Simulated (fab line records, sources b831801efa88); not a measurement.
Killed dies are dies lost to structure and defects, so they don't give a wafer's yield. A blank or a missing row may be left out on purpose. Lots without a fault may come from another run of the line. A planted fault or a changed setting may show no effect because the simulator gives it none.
Which tool did it? | flow sky130 | 13 lots, 39 wafers sampled, at 4 steps of a route of 708

WHAT THE GAUGES READ, wafer by wafer
SKY_FIELD_ISO_BOW_MEAS_00. Usual: INCOMING_BOW 1 um, standard deviation 6.5.
lot  | measured    | on            | INCOMING_BOW (um) | flag
L619 | day 1 10:00 | film_metro-01 | 5 0 -4            |
L621 | day 1 20:01 | film_metro-04 | -9 -7 2           |
L624 | day 2 11:00 | film_metro-04 | 0 3 12            |
L625 | day 2 16:01 | film_metro-01 | 2 0 -5            |
L626 | day 2 21:01 | film_metro-02 | 1 2 12            |
L627 | day 3 02:01 | film_metro-02 | 10 -5 7           |
L628 | day 3 07:04 | film_metro-04 | -2 -10 -3         |
L629 | day 3 12:00 | film_metro-01 | 3 -5 -4           |
L631 | day 3 22:02 | film_metro-04 | 6 -6 7            |
L633 | day 4 08:04 | film_metro-04 | -9 5 -2           |
L634 | day 4 13:00 | film_metro-02 | 2 4 -14           |
L639 | day 5 14:00 | film_metro-02 | 2 -4 -2           |
L642 | day 6 05:00 | film_metro-02 | 1 -1 0            |

SKY_FIELD_ISO_CD_MEAS_13: target cd 150 nm. Usual: cd_nm 149.6 nm, standard deviation 1.7.
lot  | measured    | on        | cd_nm (nm)        | flag
L619 | day 2 07:04 | cd_sem-01 | 152.5 153.5 153.6 |
L621 | day 2 15:02 | cd_sem-02 | 149.7 149.6 148.6 |
L624 | day 3 07:22 | cd_sem-02 | 149.8 147.4 149.4 |
L625 | day 3 12:56 | cd_sem-01 | 152.0 152.5 151.2 |
L626 | day 3 17:50 | cd_sem-02 | 147.8 145.6 146.2 |
L627 | day 3 22:17 | cd_sem-02 | 148.8 147.9 148.7 |
L628 | day 4 03:50 | cd_sem-01 | 152.2 150.6 151.5 |
L629 | day 4 09:51 | cd_sem-02 | 152.6 152.3 153.5 |
L631 | day 4 19:00 | cd_sem-01 | 148.6 147.1 149.2 |
L633 | day 5 04:44 | cd_sem-02 | 150.1 150.4 150.6 |
L634 | day 5 18:01 | cd_sem-02 | 149.4 150.4 149.9 |
L639 | day 6 15:06 | cd_sem-01 | 149.8 149.1 148.9 |
L642 | day 7 03:42 | cd_sem-01 | 150.7 149.6 149.8 |

SKY_VT_ADJUST_HVTR_OVL_MEAS_08. Usual: VT_ADJUST_HVTR_OVL 0.7 nm, standard deviation 1.5.
lot  | measured     | on         | VT_ADJUST_HVTR_OVL (nm) | flag
L619 | day 9 07:46  | overlay-01 | 0.9 0.0 2.3             |
L621 | day 10 00:01 | overlay-02 | 3.9 2.6 4.1             |
L624 | day 10 18:40 | overlay-02 | 1.3 -0.8 -0.3           |
L625 | day 11 06:51 | overlay-01 | -1.5 0.5 -1.7           |
L626 | day 11 11:15 | overlay-02 | 0.8 -0.9 1.0            |
L627 | day 12 06:33 | overlay-01 | 1.4 1.1 2.4             |
L628 | day 13 01:26 | overlay-02 | -0.2 1.1 0.6            |
L629 | day 13 02:23 | overlay-01 | 1.7 0.8 -0.7            |
L631 | day 13 18:58 | overlay-02 | 0.5 0.4 -0.3            |
L633 | day 14 01:14 | overlay-02 | 2.5 0.6 0.5             |
L634 | day 14 10:49 | overlay-01 | 2.5 1.7 1.1             |
L639 | day 15 17:52 | overlay-02 | 2.9 3.3 1.9             |
L642 | day 16 10:11 | overlay-02 | 2.6 -0.9 1.7            |

WHICH TOOL RAN EACH LOT (tool, then ch and the chambers of the sampled wafers, then the start)
lot  | SKY_FIELD_ISO_ETCH_17
L619 | rie_si-01 ch 1,3, day 2 07:23
L621 | rie_si-01 ch 0,1,2, day 2 15:20
L624 | rie_si-01 ch 0,1, day 3 07:41
L625 | rie_si-02 ch 0,2,3, day 3 13:14
L626 | rie_si-01 ch 0,1, day 3 18:08
L627 | rie_si-02 ch 0,1,2, day 3 22:35
L628 | rie_si-01 ch 0,1, day 4 04:05
L629 | rie_si-02 ch 1,2, day 4 10:10
L631 | rie_si-02 ch 2,3, day 4 19:17
L633 | rie_si-01 ch 0,1,2, day 5 04:59
L634 | rie_si-01 ch 0,2,3, day 5 18:20
L639 | rie_si-02 ch 0,2, day 6 15:25
L642 | rie_si-01 ch 0,1,3, day 7 04:01
- SKY_FIELD_ISO_ETCH_17: etches Si in HBr/Cl2/O2, target depth 342 nm, time 97.7 s.

WHAT THE TOOLS THEMSELVES READ (means of the sampled wafers that have a number; where no wafer has one, the mark that the record gives instead)
SKY_FIELD_ISO_ETCH_17. Usual: drypump_motor_current_A 5.8 A, standard deviation 0.41; oes_product_au 0.998 a.u., standard deviation 0.0077; rf_fwd_power_W 595.6 W, standard deviation 2; throttle_valve_pct 25.658 %, standard deviation 0.01.
lot  | tool      | drypump_motor_current_A (A) | oes_product_au (a.u.) | rf_fwd_power_W (W) | throttle_valve_pct (%) | flag
L619 | rie_si-01 | 5.6                         | 1.007                 | 594.5              | 25.647                 |
L621 | rie_si-01 | 5.9                         | 1.001                 | 594.6              | 25.664                 |
L624 | rie_si-01 | 6.0                         | 1.003                 | 596.7              | 25.656                 |
L625 | rie_si-02 | 6.0                         | 0.995                 | 595.9              | 25.655                 |
L626 | rie_si-01 | 6.0                         | 0.998                 | 594.8              | 25.658                 |
L627 | rie_si-02 | 6.0                         | 1.002                 | 595.6              | 25.657                 |
L628 | rie_si-01 | 6.0                         | 0.986                 | 596.3              | 25.669                 |
L629 | rie_si-02 | 6.3                         | 1.001                 | 594.2              | 25.655                 |
L631 | rie_si-02 | 5.8                         | 0.995                 | 594.9              | 25.668                 |
L633 | rie_si-01 | 5.9                         | 1.001                 | 596.1              | 25.650                 |
L634 | rie_si-01 | 5.9                         | 0.998                 | 594.7              | 25.665                 |
L639 | rie_si-02 | 6.1                         | 0.996                 | 594.1              | 25.667                 |
L642 | rie_si-01 | 5.9                         | 1.042                 | 596.6              | 25.628                 | OFF

THE ANSWER, worked out from the rows above alone
Rule: a lot is off if the mean of its wafers that have a number lies more than 3 standard deviations from the usual mean. A lot without any number at a reading at which 4 lots or more have one is off too. The other lots that the step has rows for count as sound. The gauges are gone through in route order, then the tools' own readings, and for those a lot's mean is taken as printed above. The first step at which some lot is off is used, and at that step the reading that is off furthest; a lot without a number counts as furthest.
Off: L642, at SKY_FIELD_ISO_ETCH_17 (oes_product_au).
A tool fits if, at that step or a process step before it, it ran every lot that is off, and no sound lot after the first of them. One fits: rie_si-01 at SKY_FIELD_ISO_ETCH_17. Its last sound lot is L634 (day 5 18:20), its first lot that is off L642 (day 7 04:01): a fault that began between those two fits.
The tool's own readings at SKY_FIELD_ISO_ETCH_17 bear it out: on the lots that are off they differ by more than 5 times the standard deviation of the sound lots' means. oes_product_au reads 1.042 a.u. there against 0.999 a.u. on the sound lots.

WHAT THE SIMULATOR HAD PUT IN
Process parameter drift: rie_si-01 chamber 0, from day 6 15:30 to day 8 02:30, at SKY_FIELD_ISO_ETCH_17. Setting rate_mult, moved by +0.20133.
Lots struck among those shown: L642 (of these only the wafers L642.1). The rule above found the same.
